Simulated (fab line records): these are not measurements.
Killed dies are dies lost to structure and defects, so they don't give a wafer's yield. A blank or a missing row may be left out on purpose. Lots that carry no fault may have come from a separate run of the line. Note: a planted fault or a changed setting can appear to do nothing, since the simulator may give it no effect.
fab line records	flow sky130
record lots=6	wafers=18	last-day=49
route steps=708 shown VT_ADJUST_LVTN@116 VT_ADJUST_NCORE@119 VT_ADJUST_HVTR@131 PAD_OPEN@708
lots that met no fault: taken from a fault-free run of the same line
start-h: the number of hours between the record's first day and the start of the first shown wafer of the lot	wait-h: how many hours have passed since the lot's step before this one	" the same as in the row above	L1.1+2: a single row standing in for several wafers	- no value, or no start given	* or withheld: withheld	< > ~ a bound
route shown NAME@n: a module of which the file shows steps, and the number in the route of the first	usual: mean/standard deviation taken from wafers without a fault	same: alike in all rows	chamber/n: place in a boat	sites: per-site readings	_std_site: the standard deviation of these	_edge_site: inner sites' mean taken away from outer sites' mean	radius-mm: how far each site lies from the wafer's centre	mask NAME#n: copy n	behind: tool/chamber where the wafer was last shaped	hold: cause of the lot's hold/its duration in hours/its outcome	device: transistor that didn't switch, given as n, p or np	end of line: tests run on the same wafers once the route is complete	for a step that has no rows: nothing shown but its recipe	killed: dies lost to structure and defects at the first sort, not the wafer's yield	map: a wafer's dies, x killed, . not, _ none there
set.NAME: setting as actually run; set.NAME@STEP: the setting as run at that earlier step	model.NAME: the simulator's own value behind a step, which no gauge read
certain route steps with their lots: each step a table, each wafer a row
services: when a tool's chamber went out of use (start-h, in hours from the record's first day, below 0 if earlier), for how many hours, and the reason
## steps
# step SKY_VT_ADJUST_LVTN_IMPLANT_19
# recipe species=B	energy-kev=30	dose-cm2=6.5e+11	tilt-deg=withheld
# step SKY_VT_ADJUST_LVTN_STRIP_20
# recipe chemistry=O2/N2	power-w=1400	pressure-mtorr=1500	platen-temp-c=withheld	o2-flow-sccm=3000	n2-flow-sccm=300	overash-fraction=0.5
# usual chamber-pressure-mTorr=1500.2/1.3	drypump-motor-current-A=6.0/0.31	oes-product-au=0.715/0.0045	strip-time-to-endpoint-s=14.19/0.039
lot.wafer	tool	chamber	start-h	wait-h	chamber-pressure-mTorr	drypump-motor-current-A	oes-product-au	rf-hours-counter-h	strip-time-to-endpoint-s
L805.2	plasma-asher-02	0	168.75	0.1	1502.3	5.9	0.711	5	14.24
L805.3	"	0	"	"	1498.0	5.9	0.709	-	14.25
L805.4	"	1	"	"	1503.1	5.6	0.719	-	14.25
L808.4	plasma-asher-01	0	184.63	0.1	1499.7	6.4	0.711	-	14.19
L808.5	"	0	"	"	1500.1	6.4	0.713	-	14.24
L808.6	"	1	"	"	1499.6	5.9	0.711	-	14.16
L811.2	plasma-asher-02	1	224.20	0.1	1498.5	5.6	0.712	10	14.19
L811.4	"	0	"	"	1503.6	5.8	0.716	-	14.17
L811.5	"	0	"	"	1502.3	5.8	0.706	-	14.16
L812.1	plasma-asher-03	0	224.70	0.1	1497.7	6.4	0.715	53	14.18
L812.4	"	1	"	"	1499.9	6.0	0.712	-	14.18
L812.5	"	1	"	"	1502.0	6.0	0.725	-	14.19
L822.1	plasma-asher-02	1	281.30	0.1	1498.8	5.6	0.719	16	14.21
L822.3	"	1	"	"	1500.8	5.6	0.718	-	14.22
L822.6	"	0	"	"	1499.8	5.8	0.715	-	14.22
L825.4	plasma-asher-01	1	299.25	0.1	1498.6	5.9	0.713	-	14.17
L825.5	"	0	"	"	1501.3	6.4	0.719	-	14.16
L825.6	"	1	"	"	1497.3	5.9	0.713	-	14.19
# step SKY_VT_ADJUST_LVTN_TW_MEAS_21
# usual VT_ADJUST_LVTN_2_TW=188.6/0.81
lot.wafer	tool	chamber	start-h	wait-h	VT_ADJUST_LVTN_2_TW
L805.2	film-metro-03	-	168.86	0.1	189.1
L805.3	"	-	"	"	189.6
L805.4	"	-	"	"	189.1
L808.4	film-metro-03	-	184.73	0.1	189.8
L808.5	"	-	"	"	190.2
L808.6	"	-	"	"	190.1
L811.2	film-metro-02	-	224.31	0.1	188.2
L811.4	"	-	"	"	187.8
L811.5	"	-	"	"	188.0
L812.1	film-metro-02	-	224.80	0.1	187.0
L812.4	"	-	"	"	189.1
L812.5	"	-	"	"	187.9
L822.1	film-metro-01	-	281.40	0.1	188.8
L822.3	"	-	"	"	189.5
L822.6	"	-	"	"	189.3
L825.4	film-metro-02	-	299.35	0.1	188.7
L825.5	"	-	"	"	188.0
L825.6	"	-	"	"	189.0
# step SKY_VT_ADJUST_NCORE_DEHYDRATE_00
# recipe temp-c=200	time-s=60
# step SKY_VT_ADJUST_NCORE_HMDS_01
# recipe prime-time-s=60	prime-temp-c=120
# step SKY_VT_ADJUST_NCORE_COAT_02
# recipe resist=NOVOLAK	spin-rpm=3000	resist-thk-nm=1140
# step SKY_VT_ADJUST_NCORE_SOFTBAKE_03
# recipe temp-c=90	time-s=60	resist=NOVOLAK
# step SKY_VT_ADJUST_NCORE_EXPOSE_04
# recipe mask-id=LVTN_COMPLEMENT_THIN	na=0.6	source-shape=conventional	sigma-outer=0.6	polarization=unpolarized	target-cd-nm=380	dose-mj=139
# step SKY_VT_ADJUST_NCORE_PEB_05
# recipe temp-c=withheld	time-s=*	resist=NOVOLAK
# step SKY_VT_ADJUST_NCORE_DEVELOP_06
# recipe resist=NOVOLAK	developer=TMAH	develop-time-s=60	dev-temp-c=23
# step SKY_VT_ADJUST_NCORE_CD_MEAS_07
# recipe target-cd-nm=380
# usual cd-nm=380.0/2.4
lot.wafer	tool	chamber	start-h	wait-h	cd-nm
L805.2	cd-sem-02	-	189.64	0.1	376.7
L805.3	"	-	"	"	380.1
L805.4	"	-	"	"	377.7
L808.4	cd-sem-01	-	206.68	0.1	383.0
L808.5	"	-	"	"	383.4
L808.6	"	-	"	"	384.9
L811.2	cd-sem-02	-	246.89	0.1	386.5
L811.4	"	-	"	"	384.5
L811.5	"	-	"	"	383.1
L812.1	cd-sem-02	-	247.47	0.1	382.2
L812.4	"	-	"	"	380.6
L812.5	"	-	"	"	380.8
L822.1	cd-sem-01	-	299.77	0.1	380.2
L822.3	"	-	"	"	381.8
L822.6	"	-	"	"	379.5
L825.4	cd-sem-01	-	318.88	0.1	380.9
L825.5	"	-	"	"	383.2
L825.6	"	-	"	"	379.2
# step SKY_VT_ADJUST_NCORE_OVL_MEAS_08
# usual VT_ADJUST_NCORE_OVL=-0.8/1.4
lot.wafer	tool	chamber	start-h	wait-h	VT_ADJUST_NCORE_OVL[nm]
L805.2	overlay-02	-	189.75	0.1	-3.4
L805.3	"	-	"	"	-2.7
L805.4	"	-	"	"	-2.1
L808.4	overlay-02	-	206.75	0.1	-0.8
L808.5	"	-	"	"	0.2
L808.6	"	-	"	"	0.5
L811.2	overlay-01	-	246.99	0.1	0.5
L811.4	"	-	"	"	-0.8
L811.5	"	-	"	"	0.3
L812.1	overlay-01	-	247.59	0.1	-1.5
L812.4	"	-	"	"	-0.1
L812.5	"	-	"	"	-0.3
L822.1	overlay-02	-	299.89	0.1	-2.0
L822.3	"	-	"	"	-0.7
L822.6	"	-	"	"	0.4
L825.4	overlay-01	-	318.95	0.1	-0.1
L825.5	"	-	"	"	-0.7
L825.6	"	-	"	"	2.1
# step SKY_VT_ADJUST_NCORE_IMPLANT_09
# recipe species=B	energy-kev=10	dose-cm2=2.4e+12	tilt-deg=withheld
# usual dose-ions-cm2=2.3997e+12/2.8e+09	faraday-current-uA=13.56/0.25
lot.wafer	tool	chamber	start-h	wait-h	dose-ions-cm2	faraday-current-uA
L805.2	implanter-01	0	189.80	0.0	2.3964e+12	13.61
L805.3	"	0	"	"	2.3998e+12	13.81
L805.4	"	0	"	"	2.3938e+12	13.93
L808.4	implanter-01	0	206.85	0.1	2.401e+12	13.10
L808.5	"	0	"	"	2.4002e+12	13.02
L808.6	"	0	"	"	2.4001e+12	13.78
L811.2	implanter-01	0	247.05	0.0	2.7801e+12	15.90
L811.4	"	0	"	"	2.7795e+12	15.50
L811.5	"	0	"	"	2.7739e+12	16.00
L812.1	implanter-01	0	247.62	0.0	2.7802e+12	16.09
L812.4	"	0	"	"	2.777e+12	15.90
L812.5	"	0	"	"	2.7812e+12	15.60
L822.1	implanter-03	0	299.92	0.0	2.4013e+12	13.68
L822.3	"	0	"	"	2.4004e+12	13.42
L822.6	"	0	"	"	2.3974e+12	13.75
L825.4	implanter-02	0	319.05	0.1	2.397e+12	13.41
L825.5	"	0	"	"	2.3962e+12	13.25
L825.6	"	0	"	"	2.3997e+12	13.53
# step SKY_VT_ADJUST_NCORE_STRIP_10
# recipe chemistry=O2/N2	power-w=1400	pressure-mtorr=1500	platen-temp-c=withheld	o2-flow-sccm=3000	n2-flow-sccm=300	overash-fraction=0.5
# usual chamber-pressure-mTorr=1499.9/1.3	drypump-motor-current-A=5.8/0.34	oes-product-au=0.716/0.0049	strip-time-to-endpoint-s=14.20/0.035
lot.wafer	tool	chamber	start-h	wait-h	chamber-pressure-mTorr	drypump-motor-current-A	oes-product-au	rf-hours-counter-h	strip-time-to-endpoint-s
L805.2	plasma-asher-01	1	189.93	0.1	1500.7	5.9	0.715	52	14.24
L805.3	"	1	"	"	1500.4	5.9	0.718	-	14.20
L805.4	"	0	"	"	1500.4	6.4	0.719	-	14.22
L808.4	plasma-asher-01	0	206.96	0.1	1500.8	6.4	0.722	-	14.20
L808.5	"	0	"	"	1500.8	6.4	0.717	-	14.16
L808.6	"	1	"	"	1498.1	5.9	0.725	-	14.17
L811.2	plasma-asher-02	1	247.17	0.1	1498.9	5.6	0.713	13	14.19
L811.4	"	0	"	"	1503.2	5.8	0.711	-	14.22
L811.5	"	0	"	"	1499.1	5.8	0.720	-	14.20
L812.1	plasma-asher-01	0	247.77	0.1	1498.8	6.4	0.718	57	14.15
L812.4	"	0	"	"	1499.4	6.4	0.705	-	14.16
L812.5	"	1	"	"	1500.6	5.9	0.717	-	14.15
L822.1	plasma-asher-02	1	300.07	0.1	1500.6	5.6	0.720	18	14.15
L822.3	"	0	"	"	1499.4	5.8	0.717	-	14.20
L822.6	"	0	"	"	1501.3	5.8	0.713	-	14.20
L825.4	plasma-asher-02	1	319.15	0.1	1499.4	5.6	0.724	-	14.25
L825.5	"	0	"	"	1499.4	5.8	0.714	-	14.24
L825.6	"	1	"	"	1498.4	5.6	0.712	-	14.27
# step SKY_VT_ADJUST_NCORE_TW_MEAS_11
# usual VT_ADJUST_NCORE_TW=219.9/0.9
lot.wafer	tool	chamber	start-h	wait-h	VT_ADJUST_NCORE_TW
L805.2	film-metro-03	-	190.04	0.1	220.5
L805.3	"	-	"	"	220.1
L805.4	"	-	"	"	220.6
L808.4	film-metro-04	-	207.05	0.1	219.8
L808.5	"	-	"	"	221.5
L808.6	"	-	"	"	220.7
L811.2	film-metro-04	-	247.28	0.1	229.7
L811.4	"	-	"	"	227.4
L811.5	"	-	"	"	229.1
L812.1	film-metro-01	-	247.91	0.1	228.0
L812.4	"	-	"	"	228.4
L812.5	"	-	"	"	228.3
L822.1	film-metro-01	-	300.17	0.1	221.2
L822.3	"	-	"	"	219.2
L822.6	"	-	"	"	219.4
L825.4	film-metro-01	-	319.25	0.1	220.7
L825.5	"	-	"	"	220.8
L825.6	"	-	"	"	220.1
# step SKY_VT_ADJUST_HVTR_DEHYDRATE_00
# recipe temp-c=200	time-s=60
# step SKY_PAD_OPEN_PROBE_99
# usual killed_at_M0_to_M3=44/7.1	killed_at_M4_up=3.3/1.8	killed-at-contacts=24/5.1	killed-at-front-end=16/4.7	killed-at-other=0.3/0.52	killed-dies=87/9.7	killed-open=47/6.8	killed-short=39/6.7
# same gross-dies=492	killed-at-back-side=0
lot.wafer	tool	chamber	start-h	wait-h	killed_at_M0_to_M3	killed_at_M4_up	killed-at-contacts	killed-at-front-end	killed-at-other	killed-dies	killed-open	killed-short	model.etest.nfet_16v.r-on-ohm-um	model.etest.pfet-g5v0d10v5.r-on-ohm-um	model.etest.res-pwell-under-gate.rs-ohm-sq	model.etest.nfet-g5v0d10v5.r-on-ohm-um	model.etest.nfet-g5v0d10v5.drive-ua-um	model.etest.pfet-g5v0d10v5.drive-ua-um	model.etest.pfet_16v.drive-ua-um	model.etest.nfet_16v.drive-ua-um
L805.2	prober-01	-	1071.28	0.1	41	5	27	15	0	88	61	26	1.412e+04	4728	2304	1887	607.9	347.1	244.5	223
L805.3	prober-01	-	1071.33	0.2	53	5	29	15	0	102	60	42	1.418e+04	4837	2294	1907	600.6	337.3	247.9	221.8
L805.4	prober-01	-	1071.38	0.2	53	4	33	11	0	101	56	44	1.413e+04	4794	2282	1877	610.9	339.4	247.6	223.9
L808.4	prober-01	-	1089.39	0.2	39	2	24	13	1	79	41	38	1.395e+04	4657	2259	1857	616.8	346.4	246.4	225.4
L808.5	prober-01	-	1089.44	0.2	46	7	22	15	0	90	49	40	1.389e+04	4665	2282	1872	614.4	345.3	248.4	224.7
L808.6	prober-01	-	1089.49	0.2	48	5	23	16	0	92	48	44	1.399e+04	4717	2279	1858	613.7	344.6	246.7	223.9
L811.2	prober-02	-	1122.33	0.1	37	4	27	15	0	83	43	40	1.469e+04	4452	2244	1872	597.3	368.7	261.2	214.8
L811.4	prober-02	-	1122.43	0.2	41	3	24	14	0	82	35	47	1.477e+04	4475	2232	1885	602.6	366.5	263.9	214.8
L811.5	prober-02	-	1122.48	0.2	41	5	26	11	0	83	51	32	1.492e+04	4496	2244	1913	589.9	363.7	257.3	208.4
L812.1	prober-01	-	1123.96	0.1	38	5	31	16	1	91	48	43	1.481e+04	4521	2244	1909	589.5	360.9	262.3	211.5
L812.4	prober-01	-	1124.11	0.2	51	1	25	13	0	90	56	34	1.487e+04	4685	2252	1936	579.1	350.4	255.8	206.4
L812.5	prober-01	-	1124.16	0.2	46	3	24	31	2	106	53	51	1.481e+04	4556	2257	1906	579.8	360	263	208.1
L822.1	prober-01	-	1168.03	0.1	30	2	28	13	0	73	44	29	1.409e+04	4746	2270	1877	606.6	341.7	241.8	224.2
L822.3	prober-01	-	1168.13	0.2	38	4	29	15	0	86	49	37	1.4e+04	4749	2276	1875	612.5	341.1	246.3	226.2
L822.6	prober-01	-	1168.28	0.2	42	5	22	12	0	81	47	34	1.388e+04	4725	2282	1856	604	346.1	246.2	224.5
L825.4	prober-02	-	1181.21	0.2	34	3	23	10	0	70	40	30	1.387e+04	4623	2290	1859	615.6	347.9	244.5	225.8
L825.5	prober-02	-	1181.26	0.2	51	5	26	25	1	108	51	54	1.394e+04	4620	2302	1847	612.9	354.3	244.9	224.7
L825.6	prober-02	-	1181.31	0.2	47	3	30	15	1	96	55	40	1.393e+04	4760	2310	1882	608.8	341.1	241.3	223.2
# killed by level:class
L805.2 CONTACT:geometric-particle:open=15 VIA2:geometric-particle:open=9 VIA1:geometric-particle:open=8 VIA3:geometric-particle:open=7 FIELD_ISO:geometric-particle:open=5 SPACER:geometric-particle:open=4 METAL2:geometric-particle:short=4 METAL1:geometric-particle:short=4
L805.3 VIA1:geometric-particle:open=16 LI_CONTACT:geometric-particle:open=12 CONTACT:geometric-particle:open=9 METAL2:geometric-particle:short=8 VIA2:geometric-particle:open=7 VIA1:geometric-particle:short=6 METAL1:geometric-particle:short=5 VIA3:geometric-particle:open=5
L805.4 LI_CONTACT:geometric-particle:open=14 CONTACT:geometric-particle:open=11 METAL2:geometric-particle:short=9 VIA1:geometric-particle:open=7 VIA2:geometric-particle:open=7 VIA2:geometric-particle:short=6 FIELD_ISO:geometric-particle:short=4 FIELD_ISO:geometric-particle:open=4
L808.4 CONTACT:geometric-particle:open=9 METAL2:geometric-particle:short=9 CONTACT:geometric-particle:short=8 METAL1:geometric-particle:short=6 VIA2:geometric-particle:open=6 POLY_GATE:geometric-particle:open=4 LI_CONTACT:geometric-particle:open=4 VIA1:geometric-particle:open=4
L808.5 LI_CONTACT:geometric-particle:open=8 VIA1:geometric-particle:open=8 VIA3:geometric-particle:open=8 VIA2:geometric-particle:open=8 CONTACT:geometric-particle:open=6 VIA1:geometric-particle:short=6 METAL1:geometric-particle:short=5 FIELD_ISO:geometric-particle:short=4
L808.6 VIA1:geometric-particle:open=10 VIA2:geometric-particle:open=9 METAL2:geometric-particle:short=7 VIA3:geometric-particle:open=7 LI_CONTACT:geometric-particle:open=6 FIELD_ISO:geometric-particle:open=5 LI_CONTACT:geometric-particle:short=5 CONTACT:geometric-particle:short=5
L811.2 VIA1:geometric-particle:open=11 METAL2:geometric-particle:short=9 CONTACT:geometric-particle:open=8 LI_CONTACT:geometric-particle:open=7 LI_CONTACT:geometric-particle:short=5 METAL1:geometric-particle:short=5 VIA2:geometric-particle:open=5 FIELD_ISO:geometric-particle:short=4
L811.4 CONTACT:geometric-particle:open=8 CONTACT:geometric-particle:short=7 VIA2:geometric-particle:open=6 METAL1:geometric-particle:short=6 VIA1:geometric-particle:short=5 POLY_GATE:geometric-particle:short=5 LOCAL_INTERCONNECT:geometric-particle:short=5 VIA1:geometric-particle:open=5
L811.5 LI_CONTACT:geometric-particle:open=10 CONTACT:geometric-particle:open=8 VIA1:geometric-particle:open=8 VIA3:geometric-particle:open=6 VIA1:geometric-particle:short=6 VIA2:geometric-particle:open=6 METAL1:geometric-particle:short=5 POLY_GATE:geometric-particle:open=4
L812.1 VIA1:geometric-particle:open=8 CONTACT:geometric-particle:open=8 LOCAL_INTERCONNECT:geometric-particle:short=7 VIA3:geometric-particle:open=6 LI_CONTACT:geometric-particle:short=5 LI_CONTACT:geometric-particle:open=5 VIA1:geometric-particle:short=5 FIELD_ISO:geometric-particle:open=4
L812.4 VIA1:geometric-particle:open=17 VIA2:geometric-particle:open=13 CONTACT:geometric-particle:open=7 LI_CONTACT:geometric-particle:open=5 LOCAL_INTERCONNECT:geometric-particle:short=5 LI_CONTACT:geometric-particle:short=4 METAL1:geometric-particle:short=4 VIA1:geometric-particle:short=4
L812.5 FIELD_ISO:geometric-particle:open=11 METAL2:geometric-particle:short=8 VIA1:geometric-particle:open=8 VIA2:geometric-particle:open=8 CONTACT:geometric-particle:short=7 LI_CONTACT:geometric-particle:open=6 CONTACT:geometric-particle:open=6 FIELD_ISO:geometric-particle:short=5
L822.1 LI_CONTACT:geometric-particle:open=12 CONTACT:geometric-particle:open=9 VIA1:geometric-particle:open=8 METAL1:geometric-particle:short=5 CONTACT:geometric-particle:short=4 VIA2:geometric-particle:open=4 VIA3:geometric-particle:open=4 POLY_GATE:geometric-particle:short=3
L822.3 CONTACT:geometric-particle:open=11 LI_CONTACT:geometric-particle:open=9 VIA1:geometric-particle:open=8 POLY_GATE:geometric-particle:open=7 METAL1:geometric-particle:short=6 LI_CONTACT:geometric-particle:short=5 VIA1:geometric-particle:short=4 VIA3:geometric-particle:open=4
L822.6 CONTACT:geometric-particle:open=8 VIA2:geometric-particle:open=8 VIA3:geometric-particle:open=8 LI_CONTACT:geometric-particle:open=7 POLY_GATE:geometric-particle:open=6 LOCAL_INTERCONNECT:geometric-particle:short=6 VIA1:geometric-particle:open=6 METAL2:geometric-particle:short=6
L825.4 CONTACT:geometric-particle:open=13 VIA1:geometric-particle:open=8 METAL2:geometric-particle:short=5 FIELD_ISO:geometric-particle:open=4 LI_CONTACT:geometric-particle:open=4 VIA2:geometric-particle:open=4 METAL3:geometric-particle:short=4 LOCAL_INTERCONNECT:geometric-particle:short=3
L825.5 CONTACT:geometric-particle:open=10 VIA1:geometric-particle:open=9 POLY_GATE:geometric-particle:short=7 POLY_GATE:geometric-particle:open=7 VIA2:geometric-particle:open=7 METAL2:geometric-particle:short=7 LOCAL_INTERCONNECT:geometric-particle:short=6 VIA1:geometric-particle:short=5
L825.6 LI_CONTACT:geometric-particle:open=11 CONTACT:geometric-particle:open=10 METAL2:geometric-particle:short=8 VIA2:geometric-particle:short=8 VIA1:geometric-particle:open=7 FIELD_ISO:geometric-particle:open=6 VIA2:geometric-particle:open=6 CONTACT:geometric-particle:short=4
## services
tool	chamber	start-h	hours	kind
plasma-asher-01	-	167.51	2.8	pm
plasma-asher-02	-	179.24	2.8	pm
implanter-03	-	258.56	3.3	repair
## key
first-sign step=SKY_VT_ADJUST_NCORE_IMPLANT_09	reading=dose-ions-cm2	direction=up	sigmas=99+	usual=*	struck=*
effect step=SKY_VT_ADJUST_NCORE_IMPLANT_09	reading=faraday-current-uA	direction=up	sigmas=8.9	usual=13.56	struck=15.83
effect step=SKY_VT_ADJUST_NCORE_TW_MEAS_11	reading=VT_ADJUST_NCORE_TW	direction=up	sigmas=9.6	usual=219.9	struck=228.5
model-effect step=SKY_PAD_OPEN_PROBE_99	value=etest.nfet_16v.r-on-ohm-um	without=1.408e+04	struck=1.481e+04
met-at SKY_VT_ADJUST_NCORE_IMPLANT_09
struck-wafers L811.2,L811.4,L811.5,L812.1,L812.4,L812.5
tester-left-out L811,L812
onset-between 206.85 247.05
fault kind=process-parameter-drift	tool=implanter-01	chamber=-	onset-h=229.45	steps=SKY_VT_ADJUST_NCORE_IMPLANT_09	channel=dose-cm2	offset=*	shape=step	end-h=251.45	acts-in=*	stated=*
# tester-left-out: of these lots the tester's yield and bins aren't shown, on N5 and GAA mostly nor the transistor test; their killed dies are dies lost to structure and defects alone, not to doping, threshold or leakage, so they don't give the yield
